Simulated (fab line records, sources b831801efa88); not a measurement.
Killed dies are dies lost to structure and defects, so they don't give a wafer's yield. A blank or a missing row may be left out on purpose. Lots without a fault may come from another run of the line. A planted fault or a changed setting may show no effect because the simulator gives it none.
fab line records | flow sky130
record lots=6 wafers=18 last_day=50
route steps=708 shown METAL1@434 PAD_OPEN@708
lots that met no fault: from a run of the same line without faults
start_h: hours from the record's first day to the start of the lot's first wafer shown | wait_h: hours since the lot's step before | " the same as in the row above | L1.1+2: a row that stands for several wafers | - no value, or no start given | * or withheld: withheld | < > ~ a bound
route shown NAME@n: a module of which the file shows steps, and the number in the route of the first | usual: mean/standard deviation of fault-free wafers | same: alike in all rows | chamber/n: place in a boat | sites: the reading at each site | _std_site: their standard deviation | _edge_site: outer sites' mean less inner sites' | radius_mm: how far each site lies from the wafer's centre | mask NAME#n: copy n | behind: the tool/chamber that last shaped the wafer | hold: why the lot was held/for how many hours/how that ended | device: the transistor (n, p or np) that didn't switch | end of line: the same wafers' tests at the end of the route | a step without rows: its recipe alone | killed: dies lost to structure and defects at the first sort, not the wafer's yield | map: a wafer's dies, x killed, . not, _ none there
set.NAME: the setting as run; set.NAME@STEP: as run at that earlier step | model.NAME: the simulator's own value behind a step, which no gauge read
lots at some steps of the route; a table a step, a row a wafer
services: from which hour (start_h, from the record's first day; less than 0 if before it) a tool's chamber was out of use, for how many hours, and why
## steps
# step SKY_METAL1_SPUTTER_00
# recipe material=Ti target_thk_nm=15 power_w=3000 time_s=10 chamber_pressure_pa=0.4
# step SKY_METAL1_SPUTTER_01
# recipe material=TiN target_thk_nm=20 power_w=6500 time_s=16.7 chamber_pressure_pa=0.4
# usual throttle_valve_pct=29.8/1.3
# columns lot.wafer tool chamber start_h wait_h throttle_valve_pct
L942.2 pvd_sputter-04 - 806.29 0.0 30.3
L942.3 " - " " 31.0
L942.6 " - " " 32.2
L943.1 pvd_sputter-04 - 816.08 0.0 32.1
L943.2 " - " " 30.5
L943.4 " - " " 27.1
L945.2 pvd_sputter-03 - 827.07 0.0 29.3
L945.3 " - " " 29.3
L945.5 " - " " 29.4
L944.2 pvd_sputter-01 - 828.24 0.0 30.6
L944.3 " - " " 29.5
L944.5 " - " " 28.8
L946.2 pvd_sputter-03 - 834.54 0.0 29.7
L946.3 " - " " 29.7
L946.6 " - " " 30.8
L956.3 pvd_sputter-01 - 903.88 0.0 28.7
L956.5 " - " " 30.8
L956.6 " - " " 28.5
# step SKY_METAL1_SPUTTER_02
# recipe material=AlCu target_thk_nm=250 power_w=10600 time_s=13.3 chamber_pressure_pa=0.4
# usual throttle_valve_pct=29.8/1.4
# columns lot.wafer tool chamber start_h wait_h throttle_valve_pct
L942.2 pvd_sputter-04 - 806.32 0.0 30.1
L942.3 " - " " 30.6
L942.6 " - " " 32.5
L943.1 pvd_sputter-04 - 816.10 0.0 32.0
L943.2 " - " " 30.7
L943.4 " - " " 26.5
L945.2 pvd_sputter-03 - 827.10 0.0 29.1
L945.3 " - " " 29.3
L945.5 " - " " 29.8
L944.2 pvd_sputter-01 - 828.27 0.0 30.7
L944.3 " - " " 29.4
L944.5 " - " " 28.4
L946.2 pvd_sputter-03 - 834.57 0.0 29.2
L946.3 " - " " 29.4
L946.6 " - " " 31.0
L956.3 pvd_sputter-01 - 903.91 0.0 28.6
L956.5 " - " " 30.8
L956.6 " - " " 28.8
# step SKY_METAL1_SPUTTER_03
# recipe material=Ti target_thk_nm=5 power_w=3000 time_s=3.3 chamber_pressure_pa=0.4
# usual throttle_valve_pct=29.8/1.3
# columns lot.wafer tool chamber start_h wait_h throttle_valve_pct
L942.2 pvd_sputter-04 - 806.34 0.0 30.3
L942.3 " - " " 30.6
L942.6 " - " " 32.2
L943.1 pvd_sputter-04 - 816.13 0.0 32.1
L943.2 " - " " 30.5
L943.4 " - " " 27.1
L945.2 pvd_sputter-03 - 827.12 0.0 29.3
L945.3 " - " " 29.4
L945.5 " - " " 29.8
L944.2 pvd_sputter-01 - 828.29 0.0 30.6
L944.3 " - " " 29.3
L944.5 " - " " 29.0
L946.2 pvd_sputter-03 - 834.59 0.0 29.4
L946.3 " - " " 29.7
L946.6 " - " " 31.0
L956.3 pvd_sputter-01 - 903.93 0.0 28.7
L956.5 " - " " 30.6
L956.6 " - " " 28.7
# step SKY_METAL1_SPUTTER_04
# recipe material=TiN target_thk_nm=70 power_w=6500 time_s=58.3 chamber_pressure_pa=0.4
# usual throttle_valve_pct=29.8/1.3
# columns lot.wafer tool chamber start_h wait_h throttle_valve_pct
L942.2 pvd_sputter-04 - 806.36 0.0 30.2
L942.3 " - " " 30.6
L942.6 " - " " 32.0
L943.1 pvd_sputter-04 - 816.14 0.0 32.1
L943.2 " - " " 30.7
L943.4 " - " " 27.1
L945.2 pvd_sputter-03 - 827.14 0.0 29.5
L945.3 " - " " 29.3
L945.5 " - " " 29.6
L944.2 pvd_sputter-01 - 828.31 0.0 30.7
L944.3 " - " " 29.5
L944.5 " - " " 28.8
L946.2 pvd_sputter-03 - 834.61 0.0 29.1
L946.3 " - " " 29.8
L946.6 " - " " 31.0
L956.3 pvd_sputter-01 - 903.95 0.0 28.7
L956.5 " - " " 30.9
L956.6 " - " " 28.7
# step SKY_METAL1_RS_MEAS_05
# recipe thk_meas_gauge=four-point-probe reads=TiN_of_METAL1_SPUTTER_04+Ti_of_METAL1_SPUTTER_03+AlCu_of_METAL1_SPUTTER_02+TiN_of_METAL1_SPUTTER_01+Ti_of_METAL1_SPUTTER_00
# usual METAL1_ALCU_RS=0.1265/0.0012
# columns lot.wafer tool chamber start_h wait_h METAL1_ALCU_RS[ohm/sq]
L942.2 film_metro-03 - 806.43 0.0 0.1253
L942.3 " - " " 0.1278
L942.6 " - " " 0.1274
L943.1 film_metro-02 - 816.19 0.0 0.1261
L943.2 " - " " 0.1249
L943.4 " - " " 0.1253
L945.2 film_metro-04 - 827.21 0.0 0.1271
L945.3 " - " " 0.1263
L945.5 " - " " 0.1260
L944.2 film_metro-04 - 828.38 0.0 0.1251
L944.3 " - " " 0.1262
L944.5 " - " " 0.1241
L946.2 film_metro-03 - 834.68 0.0 0.1273
L946.3 " - " " 0.1251
L946.6 " - " " 0.1272
L956.3 film_metro-02 - 904.04 0.1 0.1283
L956.5 " - " " 0.1264
L956.6 " - " " 0.1283
# step SKY_METAL1_THK_MEAS_06
# recipe thk_meas_gauge=xrf reads=AlCu_of_METAL1_SPUTTER_02
# usual METAL1_ALCU_THK=250.2/2.6
# columns lot.wafer tool chamber start_h wait_h METAL1_ALCU_THK[nm]
L942.2 film_metro-03 - 806.54 0.1 250.8
L942.3 " - " " 248.5
L942.6 " - " " 248.0
L943.1 film_metro-02 - 816.31 0.1 249.5
L943.2 " - " " 253.5
L943.4 " - " " 250.2
L945.2 film_metro-04 - 827.32 0.1 250.4
L945.3 " - " " 250.6
L945.5 " - " " 252.6
L944.2 film_metro-04 - 828.49 0.1 252.3
L944.3 " - " " 249.9
L944.5 " - " " 254.8
L946.2 film_metro-03 - 834.79 0.1 250.4
L946.3 " - " " 250.7
L946.6 " - " " 248.5
L956.3 film_metro-02 - 904.14 0.1 247.2
L956.5 " - " " 248.3
L956.6 " - " " 248.1
# step SKY_METAL1_DEHYDRATE_07
# recipe temp_c=200 time_s=60
# step SKY_METAL1_HMDS_08
# recipe prime_time_s=60 prime_temp_c=120
# step SKY_METAL1_COAT_09
# recipe resist=BARC temp_c=withheld time_s=withheld spin_rpm=3000 resist_thk_nm=60
# step SKY_METAL1_COAT_10
# recipe resist=KrF-thick spin_rpm=3000 resist_thk_nm=450
# step SKY_METAL1_SOFTBAKE_11
# recipe temp_c=100 time_s=90 resist=KrF-thick
# step SKY_METAL1_EXPOSE_12
# recipe mask_id=MM1 na=0.8 source_shape=annular sigma_inner=0.55 sigma_outer=0.85 target_cd_nm=140 dose_mj=28
# usual exposure_dose_mJ_cm2=27.96/0.041
# columns lot.wafer tool chamber start_h wait_h mask exposure_dose_mJ_cm2
L942.2 krf_scanner-02 0 819.39 - MM1#0 27.95
L942.3 " 0 " " MM1#0 27.99
L942.6 " 0 " " MM1#0 28.02
L943.1 krf_scanner-01 0 829.76 - MM1#0 27.91
L943.2 " 0 " " MM1#0 27.92
L943.4 " 0 " " MM1#0 27.94
L945.2 krf_scanner-01 0 839.52 - MM1#0 27.94
L945.3 " 0 " " MM1#0 27.96
L945.5 " 0 " " MM1#0 27.90
L944.2 krf_scanner-01 0 841.01 - MM1#0 27.98
L944.3 " 0 " " MM1#0 27.99
L944.5 " 0 " " MM1#0 27.93
L946.2 krf_scanner-01 0 848.13 - MM1#0 27.91
L946.3 " 0 " " MM1#0 27.97
L946.6 " 0 " " MM1#0 27.91
L956.3 krf_scanner-01 0 916.40 - MM1#0 27.94
L956.5 " 0 " " MM1#0 27.91
L956.6 " 0 " " MM1#0 27.92
# step SKY_METAL1_PEB_13
# recipe peb_temp_c=withheld peb_time_s=withheld resist=KrF-thick
# step SKY_METAL1_DEVELOP_14
# recipe develop_time_s=60 resist=KrF-thick dev_temp_c=21
# step SKY_METAL1_CD_MEAS_15
# recipe target_cd_nm=140
# usual cd_nm=139.2/1.7
# columns lot.wafer tool chamber start_h wait_h cd_nm
L942.2 cd_sem-01 - 831.86 - 135.6
L942.3 " - " " 135.2
L942.6 " - " " 137.1
L943.1 cd_sem-01 - 842.31 - 140.3
L943.2 " - " " 141.5
L943.4 " - " " 140.7
L945.2 cd_sem-02 - 852.77 - 139.5
L945.3 " - " " 138.6
L945.5 " - " " 138.8
L944.2 cd_sem-02 - 853.93 - 137.6
L944.3 " - " " -
L944.5 " - " " 137.1
L946.2 cd_sem-02 - 860.51 - 136.7
L946.3 " - " " -
L946.6 " - " " 138.3
L956.3 cd_sem-01 - 928.10 - 139.3
L956.5 " - " " 137.3
L956.6 " - " " 138.9
# step SKY_METAL1_OVL_MEAS_16
# usual METAL1_OVL=4/4.2
# columns lot.wafer tool chamber start_h wait_h METAL1_OVL[nm]
L942.2 overlay-01 - 831.96 0.1 -2
L942.3 " - " " -1
L942.6 " - " " 2
L943.1 overlay-02 - 842.43 0.1 8
L943.2 " - " " 3
L943.4 " - " " 6
L945.2 overlay-01 - 852.88 0.1 3
L945.3 " - " " 3
L945.5 " - " " 5
L944.2 overlay-01 - 854.04 0.1 3
L944.3 " - " " -
L944.5 " - " " 5
L946.2 overlay-02 - 860.61 0.1 4
L946.3 " - " " -
L946.6 " - " " 1
L956.3 overlay-02 - 928.19 0.1 10
L956.5 " - " " 4
L956.6 " - " " 10
# step SKY_METAL1_DESCUM_17
# recipe chemistry=O2 source_power_w=150 bias_power_w=0 pressure_mtorr=10 temp_c=40 time_s=8
# usual drypump_motor_current_A=6.0/0.76 oes_product_au=0.998/0.0093
# columns lot.wafer tool chamber start_h wait_h drypump_motor_current_A oes_product_au rf_hours_counter_h
L942.2 rie_metal-02 0 832.00 0.0 6.9 1.001 -
L942.3 " 0 " " 6.8 1.009 -
L942.6 " 0 " " 6.8 1.010 -
L943.1 rie_metal-02 1 842.47 0.0 6.4 0.995 14
L943.2 " 1 " " 6.3 1.000 -
L943.4 " 1 " " 6.4 0.998 -
L945.2 rie_metal-03 0 852.91 0.0 6.1 1.000 11
L945.3 " 1 " " 5.8 0.975 -
L945.5 " 0 " " 6.1 0.984 -
L944.2 rie_metal-01 1 854.07 0.0 5.0 1.003 15
L944.3 " 1 " " 5.0 1.008 -
L944.5 " 0 " " 4.7 0.991 -
L946.2 rie_metal-01 1 860.64 0.0 5.0 1.001 15
L946.3 " 0 " " 4.8 0.999 -
L946.6 " 0 " " 4.8 0.984 -
L956.3 rie_metal-02 0 928.23 0.0 6.8 1.000 -
L956.5 " 1 " " 6.4 1.011 -
L956.6 " 0 " " 6.8 1.007 -
# step SKY_PAD_OPEN_PROBE_99
# usual defect_limited_yield=82.3/2 killed_at_M0_to_M3=43/7.3 killed_at_M4_up=3.1/1.7 killed_at_contacts=25/5.3 killed_at_front_end=15/4.3 killed_at_other=0.2/0.54 killed_dies=87/10 killed_on_rim=17/3.9 killed_open=48/7.6 killed_short=38/6.1 sort_bin_3_pad_short=0.9/0.42 sort_bin_5_function=10.5/1.5 sort_bin_6_memory=6.3/1.2 sort_n_pass=405/10 sort_yield_pct=82.3/2
# same gross_dies=492 killed_at_back_side=0 sort_bin_4_leakage[%]=0 sort_bin_8_speed[%]=0
# columns lot.wafer tool chamber start_h wait_h defect_limited_yield[%] killed_at_M0_to_M3 killed_at_M4_up killed_at_contacts killed_at_front_end killed_at_other killed_dies killed_on_rim killed_open killed_short sort_bin_3_pad_short[%] sort_bin_5_function[%] sort_bin_6_memory[%] sort_n_pass sort_yield_pct[%]
L943.1 prober-01 - 1135.55 0.1 82.7 36 2 32 15 0 85 14 40 45 0.2 10.2 6.9 407 82.7
L943.2 prober-01 - 1135.60 0.1 80.9 51 3 25 15 0 94 16 57 37 1.0 10.6 7.5 398 80.9
L943.4 prober-01 - 1135.70 0.2 81.9 44 2 29 14 0 89 15 45 43 2.0 12.4 3.7 403 81.9
L944.2 prober-01 - 1145.58 0.1 84.3 37 6 20 14 0 77 16 40 37 1.2 8.1 6.3 415 84.3
L944.3 prober-01 - 1145.63 0.2 0 445 4 30 13 0 492 96 50 39 1.0 93.5 5.5 0 0
L944.5 prober-01 - 1145.73 0.2 80.7 43 3 27 22 0 95 13 57 38 1.0 13.6 4.7 397 80.7
L946.3 prober-02 - 1150.17 0.2 0 454 3 18 16 1 492 96 52 35 1.2 91.5 7.3 0 0
# killed by level:class
L943.1 VIA1:geometric_particle:open=12 CONTACT:geometric_particle:short=8 CONTACT:geometric_particle:open=8 METAL2:geometric_particle:short=7 LOCAL_INTERCONNECT:geometric_particle:short=6 LI_CONTACT:geometric_particle:short=5 LI_CONTACT:geometric_particle:open=5 FIELD_ISO:geometric_particle:open=4
L943.2 VIA3:geometric_particle:open=13 VIA1:geometric_particle:open=10 CONTACT:geometric_particle:open=7 METAL2:geometric_particle:short=7 VIA2:geometric_particle:open=7 POLY_GATE:geometric_particle:open=5 LI_CONTACT:geometric_particle:open=5 VIA1:geometric_particle:short=5
L943.4 VIA1:geometric_particle:open=15 LI_CONTACT:geometric_particle:open=12 CONTACT:geometric_particle:short=6 METAL2:geometric_particle:short=5 CONTACT:geometric_particle:open=5 METAL3:geometric_particle:short=5 LOCAL_INTERCONNECT:geometric_particle:short=4 VIA1:geometric_particle:short=4
L944.2 VIA1:geometric_particle:short=9 VIA1:geometric_particle:open=8 CONTACT:geometric_particle:open=7 FIELD_ISO:geometric_particle:short=5 METAL1:geometric_particle:short=5 LI_CONTACT:geometric_particle:open=5 VIA3:geometric_particle:open=5 METAL4:geometric_particle:short=4
L944.3 METAL1:area_expose=403 CONTACT:geometric_particle:open=13 VIA1:geometric_particle:open=12 LI_CONTACT:geometric_particle:open=6 VIA2:geometric_particle:open=5 VIA3:geometric_particle:open=5 LOCAL_INTERCONNECT:geometric_particle:short=4 METAL1:geometric_particle:short=4
L944.5 CONTACT:geometric_particle:open=14 VIA1:geometric_particle:open=10 VIA3:geometric_particle:open=10 VIA2:geometric_particle:open=6 FIELD_ISO:geometric_particle:open=5 POLY_GATE:geometric_particle:short=5 FIELD_ISO:geometric_particle:short=4 LOCAL_INTERCONNECT:geometric_particle:short=4
L946.3 METAL1:area_expose=405 VIA1:geometric_particle:open=13 METAL2:geometric_particle:short=8 CONTACT:geometric_particle:open=7 POLY_GATE:geometric_particle:open=6 VIA3:geometric_particle:open=6 FIELD_ISO:geometric_particle:short=5 METAL2:geometric_particle:open=5
# map L944.3 (x killed, . not)
__________xxxxxxxxxx_________
________xxxxxxxxxxxxxx_______
______xxxxxxxxxxxxxxxxxx_____
_____xxxxxxxxxxxxxxxxxxxx____
____xxxxxxxxxxxxxxxxxxxxxx___
___xxxxxxxxxxxxxxxxxxxxxxxx__
__xxxxxxxxxxxxxxxxxxxxxxxxxx_
_xxxxxxxxxxxxxxxxxxxxxxxxxxxx
_xxxxxxxxxxxxxxxxxxxxxxxxxxxx
_xxxxxxxxxxxxxxxxxxxxxxxxxxxx
_xxxxxxxxxxxxxxxxxxxxxxxxxxxx
_xxxxxxxxxxxxxxxxxxxxxxxxxxxx
_xxxxxxxxxxxxxxxxxxxxxxxxxxxx
_xxxxxxxxxxxxxxxxxxxxxxxxxxxx
_xxxxxxxxxxxxxxxxxxxxxxxxxxxx
__xxxxxxxxxxxxxxxxxxxxxxxxxx_
___xxxxxxxxxxxxxxxxxxxxxxxx__
____xxxxxxxxxxxxxxxxxxxxxx___
_____xxxxxxxxxxxxxxxxxxxx____
______xxxxxxxxxxxxxxxxxx_____
________xxxxxxxxxxxxxx_______
__________xxxxxxxxxx_________
# map L946.3 (x killed, . not)
__________xxxxxxxxxx_________
________xxxxxxxxxxxxxx_______
______xxxxxxxxxxxxxxxxxx_____
_____xxxxxxxxxxxxxxxxxxxx____
____xxxxxxxxxxxxxxxxxxxxxx___
___xxxxxxxxxxxxxxxxxxxxxxxx__
__xxxxxxxxxxxxxxxxxxxxxxxxxx_
_xxxxxxxxxxxxxxxxxxxxxxxxxxxx
_xxxxxxxxxxxxxxxxxxxxxxxxxxxx
_xxxxxxxxxxxxxxxxxxxxxxxxxxxx
_xxxxxxxxxxxxxxxxxxxxxxxxxxxx
_xxxxxxxxxxxxxxxxxxxxxxxxxxxx
_xxxxxxxxxxxxxxxxxxxxxxxxxxxx
_xxxxxxxxxxxxxxxxxxxxxxxxxxxx
_xxxxxxxxxxxxxxxxxxxxxxxxxxxx
__xxxxxxxxxxxxxxxxxxxxxxxxxx_
___xxxxxxxxxxxxxxxxxxxxxxxx__
____xxxxxxxxxxxxxxxxxxxxxx___
_____xxxxxxxxxxxxxxxxxxxx____
______xxxxxxxxxxxxxxxxxx_____
________xxxxxxxxxxxxxx_______
__________xxxxxxxxxx_________
## services
# columns tool chamber start_h hours kind
krf_scanner-02 - 807.08 4.4 pm
rie_metal-02 1 825.03 7.7 repair
krf_scanner-02 - 825.51 1.3 pm
krf_scanner-02 - 828.55 4.0 pm
krf_scanner-01 - 834.85 1.3 pm
krf_scanner-02 - 842.01 1.4 repair
rie_metal-02 0 842.36 - clean
rie_metal-02 0 842.36 19.5 scheduled_down
rie_metal-02 0 842.36 19.5 vent_cycle
krf_scanner-01 0 845.22 - calibration
krf_scanner-02 - 855.27 0.8 pm
krf_scanner-01 - 868.41 0.8 pm
pvd_sputter-03 - 869.83 7.2 repair
rie_metal-02 1 871.10 - clean
rie_metal-02 1 871.10 24.2 scheduled_down
rie_metal-02 1 871.10 24.2 vent_cycle
krf_scanner-02 0 886.98 - calibration
krf_scanner-02 - 893.52 1.0 pm
rie_metal-03 0 903.81 3.6 repair
krf_scanner-01 - 908.79 1.0 pm
pvd_sputter-04 - 914.77 0.9 repair
pvd_sputter-04 - 925.15 19.3 repair
rie_metal-03 - 927.00 4.3 pm
## key
first_sign step=SKY_METAL1_CD_MEAS_15 reading=cd_nm direction=missing
effect step=SKY_METAL1_OVL_MEAS_16 reading=METAL1_OVL direction=missing
effect step=SKY_PAD_OPEN_PROBE_99 reading=killed_at_M0_to_M3 direction=up sigmas=56 usual=43 struck=450
more_kills_born_at SKY_METAL1_EXPOSE_12@krf_scanner-01=808
met_at SKY_METAL1_EXPOSE_12
struck_wafers L944.3,L946.3
later_rows_left_out L944.3,L946.3
onset_between 839.52 841.01
fault kind=process_parameter_drift tool=krf_scanner-01 chamber=- onset_h=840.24 steps=SKY_METAL1_EXPOSE_12 channel=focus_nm offset=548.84 shape=step end_h=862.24 scope=struck_wafers_only
# later_rows_left_out: the simulator's readings of these wafers behind a module that went badly wrong aren't trusted and aren't shown, but for the sort
